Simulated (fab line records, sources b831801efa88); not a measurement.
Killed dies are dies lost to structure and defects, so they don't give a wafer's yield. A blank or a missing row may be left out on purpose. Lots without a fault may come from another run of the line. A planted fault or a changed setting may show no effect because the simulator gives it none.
Which tool did it? | flow sky130 | 11 lots, 33 wafers sampled, at 1 step of a route of 708

WHAT THE GAUGES READ, wafer by wafer
SKY_METAL2_RS_MEAS_05: measures by four-point-probe. Usual: METAL2_ALCU_RS 0.1265 ohm/sq, standard deviation 0.0021.
lot  | measured     | on            | METAL2_ALCU_RS (ohm/sq) | flag
L499 | day 34 13:05 | film_metro-01 | 0.1306 0.1281 0.1295    |
L500 | day 34 19:35 | film_metro-01 | 0.1287 0.1261 0.1279    |
L501 | day 35 04:29 | film_metro-02 | 0.1273 0.1274 0.1274    |
L502 | day 35 12:23 | film_metro-01 | 0.1277 0.1260 0.1282    |
L503 | day 35 22:39 | film_metro-04 | 0.1263 0.1258 0.1259    |
L504 | day 36 08:22 | film_metro-02 | 0.1265 0.1288 0.1300    |
L506 | day 36 22:29 | film_metro-02 | 0.1313 0.1276 0.1302    |
L507 | day 36 22:50 | film_metro-02 | 0.1274 0.1237 0.1287    |
L512 | day 38 11:11 | film_metro-01 | 0.1275 0.1270 0.1254    |
L514 | day 39 07:47 | film_metro-02 | 0.1258 0.1273 0.1253    |
L521 | day 41 08:37 | film_metro-02 | 0.1265 0.1260 0.1262    |

WHICH TOOL RAN EACH LOT (tool, then ch and the chambers of the sampled wafers, then the start)
The record holds no process step before these readings.

WHAT THE TOOLS THEMSELVES READ (means of the sampled wafers that have a number; where no wafer has one, the mark that the record gives instead)
The record holds no such reading with a usual standard deviation.

THE ANSWER, worked out from the rows above alone
Rule: a lot is off if the mean of its wafers that have a number lies more than 3 standard deviations from the usual mean. A lot without any number at a reading at which 4 lots or more have one is off too. The other lots that the step has rows for count as sound. The gauges are gone through in route order, then the tools' own readings, and for those a lot's mean is taken as printed above. The first step at which some lot is off is used, and at that step the reading that is off furthest; a lot without a number counts as furthest.
No lot is off at any reading shown: from this, nothing can be told.

WHAT THE SIMULATOR HAD PUT IN
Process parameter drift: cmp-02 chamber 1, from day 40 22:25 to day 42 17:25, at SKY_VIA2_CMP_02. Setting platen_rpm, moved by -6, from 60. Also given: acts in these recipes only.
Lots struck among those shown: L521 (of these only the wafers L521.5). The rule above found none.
